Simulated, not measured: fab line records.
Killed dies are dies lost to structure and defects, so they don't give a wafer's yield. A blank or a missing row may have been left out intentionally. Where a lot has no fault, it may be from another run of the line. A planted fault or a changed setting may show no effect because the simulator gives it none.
Comparing a struck lot with a sound one    flow sky130    15 out of 708 route steps
Sound: the wafers L520.1, L520.3, L520.5. Wafers L513.2, L513.3, L513.4 were the ones struck. Last of all comes the cause.
For every step that has rows: the tool of each side, followed by ch and its chambers, followed by its first start. Under that, the readings that differ: sound wafers    struck wafers    difference of the means    sigmas: that difference in standard deviations of wafers without a fault.
alike: a reading whose means differ by less than 2 such deviations, as well as words and numbers matching on both sides. not compared: withheld readings; readings where some wafer has no value; bounds like >300 that might hide an equal value; numbers whose values overlap and for which the record gives no deviation.
The two part at a step that has a row with sigmas, a row that says differs or no value, or rows on one side only. When numbers do not overlap yet have no deviation, they are printed without sigmas and do not part them. A reading that every wafer of one side lacks parts them only if that side has two wafers or more.

SKY_METAL5_RS_MEAS_05: measurement is done with a four-point probe.
  sound on film-metro-02, day 47 21:49; struck on film-metro-01, day 45 20:18
  alike: METAL5_ALCU_RS
SKY_METAL5_THK_MEAS_06: measures by xrf.
  sound on film-metro-02, day 47 21:56; struck on film-metro-01, day 45 20:25
reading               sound           struck          difference  sigmas
METAL5_ALCU_THK (nm)  1150 1146 1148  1101 1096 1094  -51         -3
then, 7 steps without rows for these wafers: SKY_METAL5_DEHYDRATE_07 (time 60 s); SKY_METAL5_HMDS_08 (prime time 60 s); SKY_METAL5_COAT_09 (resist thk 1800 nm); SKY_METAL5_SOFTBAKE_10 (time 60 s); SKY_METAL5_EXPOSE_11 (exposes mask MM5, target cd 1600 nm); SKY_METAL5_PEB_12; SKY_METAL5_DEVELOP_13 (develop time 60 s).
SKY_METAL5_DESCUM_14: chemistry O2, time 11 s.
  sound on rie-metal-03 ch 0,1, day 48 16:02; struck on rie-metal-03 ch 0,1, day 46 16:48
  alike: drypump-motor-current-A, oes-product-au
  not compared: rf-hours-counter-h
SKY_METAL5_METAL_ETCH_15: etches the open film in Cl2/BCl3, stops on SiO2, target depth 1260 nm, time 252 s.
  sound on rie-metal-03 ch 0,1, day 48 16:05; struck on rie-metal-03 ch 0,1, day 46 16:50
  alike: drypump-motor-current-A, oes-product-au, throttle-valve-pct
  not compared: rf-hours-counter-h
SKY_METAL5_STRIP_16: strips in O2/N2.
  sound on plasma-asher-02 ch 0,1, day 48 16:19; struck on plasma-asher-01 ch 0,1, day 46 17:04
  alike: chamber-pressure-mTorr, drypump-motor-current-A, oes-product-au, strip-time-to-endpoint-s
  not compared: rf-hours-counter-h
SKY_METAL5_STRIP_17: strips in post etch residue remover, time 1200 s.
  sound on wet-bench-03 ch 2, day 48 16:25; struck on wet-bench-01 ch 3, day 46 17:10
  no value came back on the struck wafers for bath-guard-temp-C (C), bath-heat-duty-pct (%); on the sound wafers bath-guard-temp-C (C) reads 72.7 72.6 72.7
then, 1 step without rows for these wafers: SKY_METAL5_CLEAN_18 (cleans in IPA, time 180 s).
SKY_PAD_OPEN_PROBE_99:
  sound on prober-02, day 50 06:26; struck on prober-01, day 48 11:35
reading                                sound                struck               difference  sigmas
model.etest.met5-comb.leak-log10-a-um  -12.2 -11.94 -12.06  -11.51 -11.56 -11.6  +0.51       
  alike: defect-limited-yield, killed_at_M0_to_M3, killed_at_M4_up, killed-at-contacts, killed-at-front-end, killed-at-other, killed-dies, killed-open, killed-short, sort_bin_3_pad_short, sort_bin_5_function, sort_bin_6_memory, sort-n-pass, sort-yield-pct

WHERE THEY PART
First at SKY_METAL5_THK_MEAS_06; last, within this record, at SKY_METAL5_STRIP_17. Later steps at which nothing parts them and some readings are alike: SKY_PAD_OPEN_PROBE_99.

WHY: what had been put in by the simulator
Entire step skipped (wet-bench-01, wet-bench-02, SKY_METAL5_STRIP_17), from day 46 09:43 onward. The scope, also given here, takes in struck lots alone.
